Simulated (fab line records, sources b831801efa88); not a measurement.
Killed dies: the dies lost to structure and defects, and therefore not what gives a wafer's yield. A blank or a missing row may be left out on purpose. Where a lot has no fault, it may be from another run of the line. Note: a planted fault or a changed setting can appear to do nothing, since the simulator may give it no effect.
Which tool did it? :: flow sky130 :: Sampling: 12 lots, 36 wafers, 3 of 708 route steps

## WHAT THE GAUGES SHOWED, per wafer
SKY_VIA1_RS_MEAS_22: the measuring method here is four-point-probe.
lot: L308
measured: day 33 20:58
on: filmMetro-02
VIA1_W_RS (ohm/sq): 0.429 0.422 0.426

lot: L309
measured: day 34 15:55
on: filmMetro-01
VIA1_W_RS (ohm/sq): 0.431 0.432 0.435

lot: L311
measured: day 34 21:01
on: filmMetro-03
VIA1_W_RS (ohm/sq): 0.420 0.418 0.420

lot: L316
measured: day 36 06:08
on: filmMetro-01
VIA1_W_RS (ohm/sq): 0.419 0.423 0.423

lot: L317
measured: day 36 13:23
on: filmMetro-02
VIA1_W_RS (ohm/sq): 0.800 0.432 0.431 0.800 0.433 0.430

lot: L318
measured: day 37 01:41
on: filmMetro-02
VIA1_W_RS (ohm/sq): 0.425 0.777 0.790 0.424 0.777 0.788

lot: L319
measured: day 40 00:26
on: filmMetro-02
VIA1_W_RS (ohm/sq): 0.428 0.427 0.420

lot: L327
measured: day 40 04:32
on: filmMetro-02
VIA1_W_RS (ohm/sq): 0.421 0.424 0.426

lot: L325
measured: day 40 05:08
on: filmMetro-03
VIA1_W_RS (ohm/sq): 0.431 0.422 0.430

lot: L328
measured: day 40 06:41
on: filmMetro-03
VIA1_W_RS (ohm/sq): 0.427 0.422 0.428

lot: L329
measured: day 40 07:37
on: filmMetro-01
VIA1_W_RS (ohm/sq): 0.418 0.417 0.423

lot: L331
measured: day 40 17:26
on: filmMetro-01
VIA1_W_RS (ohm/sq): 0.426 0.427 0.426

SKY_VIA1_THK_MEAS_23: measures by xrf.
lot: L308
measured: day 33 21:04
on: filmMetro-02
VIA1_W_THK (nm): 270 275 271

lot: L309
measured: day 34 16:02
on: filmMetro-01
VIA1_W_THK (nm): 275 274 272

lot: L311
measured: day 34 21:08
on: filmMetro-03
VIA1_W_THK (nm): 277 277 277

lot: L316
measured: day 36 06:16
on: filmMetro-01
VIA1_W_THK (nm): 280 279 278

lot: L317
measured: day 36 18:45
on: filmMetro-02
VIA1_W_THK (nm): 146 267 268 147 269 268

lot: L318
measured: day 37 02:54
on: filmMetro-02
VIA1_W_THK (nm): 272 150 148 273 150 148

lot: L319
measured: day 40 00:32
on: filmMetro-02
VIA1_W_THK (nm): 272 272 278

lot: L327
measured: day 40 04:39
on: filmMetro-02
VIA1_W_THK (nm): 277 273 274

lot: L325
measured: day 40 05:14
on: filmMetro-03
VIA1_W_THK (nm): 275 279 275

lot: L328
measured: day 40 06:47
on: filmMetro-03
VIA1_W_THK (nm): 274 279 274

lot: L329
measured: day 40 07:44
on: filmMetro-01
VIA1_W_THK (nm): 281 282 281

lot: L331
measured: day 40 17:34
on: filmMetro-01
VIA1_W_THK (nm): 277 277 276

## WHICH TOOL RAN EACH LOT (tool, then ch and the chambers of the sampled wafers, then the start)
lot: L308
SKY_VIA1_CVD_21: cvdW-01 ch 0,1, day 33 20:51

lot: L309
SKY_VIA1_CVD_21: cvdW-01 ch 0,1, day 34 15:49

lot: L311
SKY_VIA1_CVD_21: cvdW-01 ch 0,1, day 34 20:55

lot: L316
SKY_VIA1_CVD_21: cvdW-01 ch 0, day 36 06:03

lot: L317
SKY_VIA1_CVD_21: cvdW-02 ch 0,1, day 36 13:18

lot: L318
SKY_VIA1_CVD_21: cvdW-02 ch 0,1, day 37 01:35

lot: L319
SKY_VIA1_CVD_21: cvdW-02 ch 0,1, day 40 00:19

lot: L327
SKY_VIA1_CVD_21: cvdW-02 ch 0,1, day 40 04:26

lot: L325
SKY_VIA1_CVD_21: cvdW-02 ch 0,1, day 40 05:01

lot: L328
SKY_VIA1_CVD_21: cvdW-02 ch 0,1, day 40 06:34

lot: L329
SKY_VIA1_CVD_21: cvdW-02 ch 0,1, day 40 07:31

lot: L331
SKY_VIA1_CVD_21: cvdW-02 ch 0,1, day 40 17:21
- SKY_VIA1_CVD_21: deposits W, target thk 270 nm, time 80.902 s.

## WHAT THE TOOLS THEMSELVES READ (means of the sampled wafers that have a number; where no wafer has one, the mark that the record gives instead)
SKY_VIA1_CVD_21.
lot: L308
tool: cvdW-01
heaterPowerOuterW (W): 552
heaterPowerW (W): 868

lot: L309
tool: cvdW-01
heaterPowerOuterW (W): 556
heaterPowerW (W): 864

lot: L311
tool: cvdW-01
heaterPowerOuterW (W): 562
heaterPowerW (W): 857

lot: L316
tool: cvdW-01
heaterPowerOuterW (W): 588
heaterPowerW (W): 894

lot: L317
tool: cvdW-02
heaterPowerOuterW (W): 540
heaterPowerW (W): 857

lot: L318
tool: cvdW-02
heaterPowerOuterW (W): 558
heaterPowerW (W): 870

lot: L319
tool: cvdW-02
heaterPowerOuterW (W): 539
heaterPowerW (W): 866

lot: L327
tool: cvdW-02
heaterPowerOuterW (W): 554
heaterPowerW (W): 882

lot: L325
tool: cvdW-02
heaterPowerOuterW (W): 548
heaterPowerW (W): 884

lot: L328
tool: cvdW-02
heaterPowerOuterW (W): 544
heaterPowerW (W): 879

lot: L329
tool: cvdW-02
heaterPowerOuterW (W): 546
heaterPowerW (W): 863

lot: L331
tool: cvdW-02
heaterPowerOuterW (W): 544
heaterPowerW (W): 867

## THE ANSWER, worked out from the rows above alone
Rule: what is usual is taken from the lots themselves. Put in order of their means at a reading, lots are off if they are a third of the lots or fewer, leave a main group of 4 or more, and stand apart from it by a gap of 3 or more times the standard deviation of the main group's means; of several such gaps the widest counts. Not used: any main group whose means are identical at the precision the tables above print for the reading. A lot without any number at a reading at which 4 lots or more have one is off too. The other lots that the step has rows for count as sound. The gauges are gone through in route order, then the tools' own readings, and for those a lot's mean is taken as printed above. The first step at which some lot is off is used, and at that step the reading that is off furthest; a lot without a number counts as furthest.
Off: at SKY_VIA1_RS_MEAS_22 (VIA1_W_RS), L317, L318. Main group: mean 0.425 ohm/sq, sd 0.0038.
If a tool, at a process step before that reading, ran all the lots that are off and no sound lot after the first of them, it fits. The gauges at SKY_VIA1_RS_MEAS_22 are tried like those tools. Not one of the candidates tried fits.

## WHAT WAS PUT IN BY THE SIMULATOR
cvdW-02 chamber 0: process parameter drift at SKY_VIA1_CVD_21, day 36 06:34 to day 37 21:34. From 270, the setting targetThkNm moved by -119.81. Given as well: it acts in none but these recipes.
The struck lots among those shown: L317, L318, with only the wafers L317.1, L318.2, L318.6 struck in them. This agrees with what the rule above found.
